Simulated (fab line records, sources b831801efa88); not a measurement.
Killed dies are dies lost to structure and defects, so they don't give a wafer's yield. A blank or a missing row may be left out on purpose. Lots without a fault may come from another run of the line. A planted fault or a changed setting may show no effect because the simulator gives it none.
fab line records | flow sky130 | part 2 of 2: steps 43 to 43 of 43
record lots=7 wafers=21 last_day=50
route steps=708 shown FIELD_ISO@13 NWELL@32 DNWELL@35 PWDE@45 PAD_OPEN@708
lots that met no fault: from a run of the same line without faults
start_h: hours from the record's first day to the start of the lot's first wafer shown | wait_h: hours since the lot's step before | " the same as in the row above | L1.1+2: a row that stands for several wafers | - no value, or no start given | * or withheld: withheld | < > ~ a bound
route shown NAME@n: a module of which the file shows steps, and the number in the route of the first | usual: mean/standard deviation of fault-free wafers | same: alike in all rows | chamber/n: place in a boat | sites: the reading at each site | _std_site: their standard deviation | _edge_site: outer sites' mean less inner sites' | radius_mm: how far each site lies from the wafer's centre | mask NAME#n: copy n | behind: the tool/chamber that last shaped the wafer | hold: why the lot was held/for how many hours/how that ended | device: the transistor (n, p or np) that didn't switch | end of line: the same wafers' tests at the end of the route | a step without rows: its recipe alone | killed: dies lost to structure and defects at the first sort, not the wafer's yield | map: a wafer's dies, x killed, . not, _ none there
set.NAME: the setting as run; set.NAME@STEP: as run at that earlier step | model.NAME: the simulator's own value behind a step, which no gauge read
lots at some steps of the route; a table a step, a row a wafer
services: from which hour (start_h, from the record's first day; less than 0 if before it) a tool's chamber was out of use, for how many hours, and why
## steps
# step SKY_PAD_OPEN_PROBE_99
# usual killed_at_M0_to_M3=44/6.9 killed_at_M4_up=3.0/1.5 killed_at_contacts=24/5.2 killed_at_front_end=15/4.1 killed_at_other=0.4/0.62 killed_dies=87/9.6 killed_open=47/7 killed_short=40/6.2
# same gross_dies=492 killed_at_back_side=0
# columns lot.wafer tool chamber start_h wait_h killed_at_M0_to_M3 killed_at_M4_up killed_at_contacts killed_at_front_end killed_at_other killed_dies killed_open killed_short
L617.1 prober-02 - 1069.62 0.1 56 3 26 21 1 107 57 49
L617.3 prober-02 - 1069.72 0.2 50 1 19 14 1 85 51 33
L617.5 prober-02 - 1069.82 0.2 47 4 21 25 0 97 50 45
L621.3 prober-02 - 1111.24 0.2 58 3 18 11 0 90 36 54
L621.4 prober-02 - 1111.29 0.2 42 2 17 11 0 72 36 36
L621.5 prober-02 - 1111.34 0.2 46 2 22 19 1 90 52 37
L627.3 prober-02 - 1141.33 0.2 47 5 24 77 0 153 46 43
L627.5 prober-02 - 1141.43 0.2 38 2 13 81 0 134 28 39
L627.6 prober-02 - 1141.48 0.2 27 2 17 55 1 102 34 31
L628.3 prober-01 - 1143.80 0.2 47 2 22 52 0 123 47 41
L628.5 prober-01 - 1143.90 0.2 31 0 20 41 1 93 32 29
L628.6 prober-01 - 1143.95 0.2 38 3 21 58 0 120 40 33
L630.2 prober-01 - 1151.61 0.1 40 2 23 49 0 114 43 38
L630.4 prober-01 - 1151.71 0.2 48 3 12 50 0 113 43 36
L630.6 prober-01 - 1151.81 0.2 55 2 25 83 0 165 47 48
L635.2 prober-01 - 1182.50 0.1 35 1 19 15 0 70 37 33
L635.3 prober-01 - 1182.55 0.2 49 2 27 14 0 92 44 48
L635.6 prober-01 - 1182.70 0.2 53 2 26 17 0 98 55 42
L639.2 prober-01 - 1196.19 0.1 57 2 22 13 0 94 53 40
L639.3 prober-01 - 1196.24 0.2 43 0 33 10 1 87 50 36
L639.6 prober-01 - 1196.39 0.2 42 1 23 10 0 76 45 31
# killed by level:class
L617.1 VIA1:geometric_particle:open=13 VIA2:geometric_particle:open=11 LOCAL_INTERCONNECT:geometric_particle:short=9 CONTACT:geometric_particle:open=9 METAL2:geometric_particle:short=8 METAL3:geometric_particle:short=5 FIELD_ISO:geometric_particle:open=4 POLY_GATE:geometric_particle:short=4
L617.3 VIA1:geometric_particle:open=11 VIA2:geometric_particle:open=11 METAL1:geometric_particle:short=7 CONTACT:geometric_particle:open=6 VIA3:geometric_particle:open=6 LI_CONTACT:geometric_particle:open=5 LOCAL_INTERCONNECT:geometric_particle:short=5 VIA3:geometric_particle:short=5
L617.5 VIA1:geometric_particle:open=11 VIA3:geometric_particle:open=7 FIELD_ISO:geometric_particle:short=6 LI_CONTACT:geometric_particle:open=6 CONTACT:geometric_particle:short=6 METAL1:geometric_particle:short=6 VIA2:geometric_particle:open=6 CONTACT:geometric_particle:open=5
L621.3 METAL1:geometric_particle:short=11 VIA3:geometric_particle:open=11 VIA1:geometric_particle:open=7 VIA1:geometric_particle:short=6 VIA2:geometric_particle:open=6 VIA3:geometric_particle:short=6 FIELD_ISO:geometric_particle:short=5 LI_CONTACT:geometric_particle:open=5
L621.4 CONTACT:geometric_particle:open=10 VIA1:geometric_particle:open=9 VIA1:geometric_particle:short=8 VIA3:geometric_particle:open=6 VIA3:geometric_particle:short=5 METAL1:geometric_particle:short=4 METAL2:geometric_particle:short=4 CONTACT:geometric_particle:short=3
L621.5 VIA1:geometric_particle:open=12 LI_CONTACT:geometric_particle:open=9 VIA3:geometric_particle:open=8 POLY_GATE:geometric_particle:short=5 CONTACT:geometric_particle:open=5 VIA2:geometric_particle:open=5 FIELD_ISO:geometric_particle:short=4 METAL3:geometric_particle:short=4
L627.3 FIELD_ISO:unspecified=63 CONTACT:geometric_particle:open=9 VIA1:geometric_particle:short=9 METAL1:geometric_particle:short=8 VIA1:geometric_particle:open=8 LI_CONTACT:geometric_particle:open=6 VIA3:geometric_particle:short=5 VIA2:geometric_particle:open=5
L627.5 FIELD_ISO:unspecified=67 POLY_GATE:geometric_particle:short=7 METAL1:geometric_particle:short=7 VIA1:geometric_particle:open=7 LOCAL_INTERCONNECT:geometric_particle:short=6 CONTACT:geometric_particle:open=5 VIA1:geometric_particle:short=5 METAL2:geometric_particle:short=5
L627.6 FIELD_ISO:unspecified=36 FIELD_ISO:geometric_particle:open=6 CONTACT:geometric_particle:open=6 VIA1:geometric_particle:open=4 VIA1:geometric_particle:short=4 VIA3:geometric_particle:open=4 FIELD_ISO:geometric_particle:short=3 METAL3:geometric_particle:short=3
L628.3 FIELD_ISO:unspecified=35 VIA3:geometric_particle:open=11 CONTACT:geometric_particle:open=10 METAL1:geometric_particle:short=8 FIELD_ISO:geometric_particle:short=6 LI_CONTACT:geometric_particle:open=6 VIA1:geometric_particle:open=6 VIA1:geometric_particle:short=4
L628.5 FIELD_ISO:unspecified=32 CONTACT:geometric_particle:open=8 VIA1:geometric_particle:open=7 VIA2:geometric_particle:open=6 METAL2:geometric_particle:short=5 LI_CONTACT:geometric_particle:open=4 CONTACT:geometric_particle:short=4 METAL1:geometric_particle:short=4
L628.6 FIELD_ISO:unspecified=47 VIA1:geometric_particle:open=11 LI_CONTACT:geometric_particle:open=10 VIA1:geometric_particle:short=6 VIA2:geometric_particle:open=6 CONTACT:geometric_particle:short=5 METAL2:geometric_particle:short=5 VIA3:geometric_particle:open=4
L630.2 FIELD_ISO:unspecified=31 FIELD_ISO:geometric_particle:open=7 METAL1:geometric_particle:short=6 LOCAL_INTERCONNECT:geometric_particle:short=6 VIA1:geometric_particle:open=6 VIA3:geometric_particle:open=6 CONTACT:geometric_particle:open=5 VIA2:geometric_particle:short=5
L630.4 FIELD_ISO:unspecified=34 VIA1:geometric_particle:open=12 VIA2:geometric_particle:short=8 VIA2:geometric_particle:open=7 FIELD_ISO:geometric_particle:open=6 CONTACT:geometric_particle:open=4 METAL1:geometric_particle:short=4 METAL2:geometric_particle:short=4
L630.6 FIELD_ISO:unspecified=69 VIA1:geometric_particle:open=13 VIA2:geometric_particle:open=9 LI_CONTACT:geometric_particle:open=7 LOCAL_INTERCONNECT:geometric_particle:short=7 CONTACT:geometric_particle:short=6 METAL3:geometric_particle:short=6 METAL1:geometric_particle:short=5
L635.2 LI_CONTACT:geometric_particle:open=7 CONTACT:geometric_particle:open=6 VIA1:geometric_particle:open=6 VIA2:geometric_particle:open=6 FIELD_ISO:geometric_particle:short=4 VIA3:geometric_particle:short=3 POLY_GATE:geometric_particle:short=3 SPACER:geometric_particle:open=3
L635.3 LI_CONTACT:geometric_particle:open=9 METAL2:geometric_particle:short=8 METAL1:geometric_particle:short=7 CONTACT:geometric_particle:open=6 VIA1:geometric_particle:open=6 VIA3:geometric_particle:open=6 POLY_GATE:geometric_particle:open=5 VIA2:geometric_particle:short=5
L635.6 VIA1:geometric_particle:open=10 LI_CONTACT:geometric_particle:open=10 VIA2:geometric_particle:open=9 FIELD_ISO:geometric_particle:short=8 CONTACT:geometric_particle:open=6 VIA1:geometric_particle:short=6 VIA3:geometric_particle:open=6 METAL1:geometric_particle:short=5
L639.2 VIA1:geometric_particle:open=17 VIA3:geometric_particle:open=9 CONTACT:geometric_particle:open=8 METAL1:geometric_particle:short=8 VIA2:geometric_particle:open=7 VIA2:geometric_particle:short=6 METAL2:geometric_particle:short=5 LI_CONTACT:geometric_particle:open=5
L639.3 VIA1:geometric_particle:open=12 CONTACT:geometric_particle:open=10 LI_CONTACT:geometric_particle:open=6 VIA3:geometric_particle:open=6 LOCAL_INTERCONNECT:geometric_particle:short=6 CONTACT:geometric_particle:short=5 LI_CONTACT:geometric_particle:short=4 METAL3:geometric_particle:short=4
L639.6 VIA1:geometric_particle:open=9 LI_CONTACT:geometric_particle:open=7 CONTACT:geometric_particle:open=7 VIA2:geometric_particle:open=6 VIA3:geometric_particle:open=6 METAL1:geometric_particle:short=5 METAL3:geometric_particle:short=5 CONTACT:geometric_particle:short=4
# map L627.3 (x killed, . not)
__________x........x_________
________x.x...x...xx.._______
______.........x......x._____
_____.....x..........x...____
____......xx....xxx.......___
___.x.x..xx.xxx............__
__....x.........x.x.....x..._
_....xx.x..xx...xx..xx...x...
_..x....x.xxxxxxxxx..x.......
_.....x.x.xxxxxxx.x.x.......x
_.......xxxxxxxxx...xx.xx....
_.......xxxxxxxxxx.x...x..xx.
_...xxx.xxxxxxxxxx.x.....x...
_.......xxxxxxxx.x.....xx....
_......xx.xxxxxxx.xx.........
__...x...xxxx.xxx....x......_
___xxx.x.x.x........x...x..__
____..x............x....xx___
_____........x.........x.____
______................x._____
________.......x....x._______
__________x........x_________
# map L628.3 (x killed, . not)
__________........x._________
________x.....x....x.._______
______.................._____
_____....xx...........x.x____
____.....xxx....x.........___
___..x.x.x.x..xxx.........x__
__..x...x.x................x_
_..x...x..xx...x........xxxxx
_x.x......x.............xxxxx
_....x........xxx......xxxxxx
_.x.x...x.....x..xxx...xxxxxx
_.......xx...x..x.x..x.xxxxxx
_x.x..........x..........xxxx
_..x.x............xx.x....xxx
_.............x..x.....x..x..
__.x.......x..........x....._
___..........x..x.......x..__
____x................x....___
_____.....x..x.x..x.x..x.____
______...x..xxx......xx._____
________.xx.........x._______
__________..x.xx.x.._________
## services
# columns tool chamber start_h hours kind
rie_si-01 0 14.07 3.3 repair
plasma_asher-04 - 19.84 2.7 repair
rie_si-02 - 29.33 0.3 repair
rie_si-01 2 29.74 6.8 repair
rie_diel-04 0 35.93 63.6 repair
rie_diel-03 - 36.94 28.1 pm
plasma_asher-04 - 43.90 1.0 repair
hdpcvd-02 - 66.58 0.6 repair
hdpcvd-01 - 66.75 15.0 pm
rie_diel-02 2 70.23 3.3 repair
rie_diel-03 0 75.32 38.4 repair
plasma_asher-04 - 77.14 2.8 pm
plasma_asher-02 - 83.30 6.0 repair
plasma_asher-02 - 108.75 9.0 pm
plasma_asher-03 - 115.42 15.3 repair
rie_si-02 - 120.31 14.6 pm
rie_diel-04 1 122.57 16.3 repair
plasma_asher-02 - 128.44 0.4 repair
hdpcvd-01 - 137.68 0.3 repair
plasma_asher-03 - 147.88 0.5 repair
plasma_asher-02 - 148.56 0.4 repair
rie_diel-04 - 150.24 2.6 repair
rie_diel-03 0 176.32 2.6 repair
rie_si-01 3 179.17 12.4 repair
## key
first_sign step=SKY_PAD_OPEN_PROBE_99 reading=killed_at_front_end direction=up sigmas=11 usual=15 struck=61
effect step=SKY_PAD_OPEN_PROBE_99 reading=killed_dies direction=up sigmas=3.8 usual=87 struck=124
met_at SKY_FIELD_ISO_CVD_24
struck_wafers L627.3,L627.5,L627.6,L628.3,L628.5,L628.6,L630.2,L630.4,L630.6
tester_left_out L627,L628,L630
onset_between 60.95 89.19
fault kind=chamber_particle_source tool=hdpcvd-02 chamber=- onset_h=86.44 steps=SKY_FIELD_ISO_CVD_24 rate_per_visit_cm2=1.9743 end_h=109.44
# tester_left_out: of these lots the tester's yield and bins aren't shown, on N5 and GAA mostly nor the transistor test; their killed dies are dies lost to structure and defects alone, not to doping, threshold or leakage, so they don't give the yield
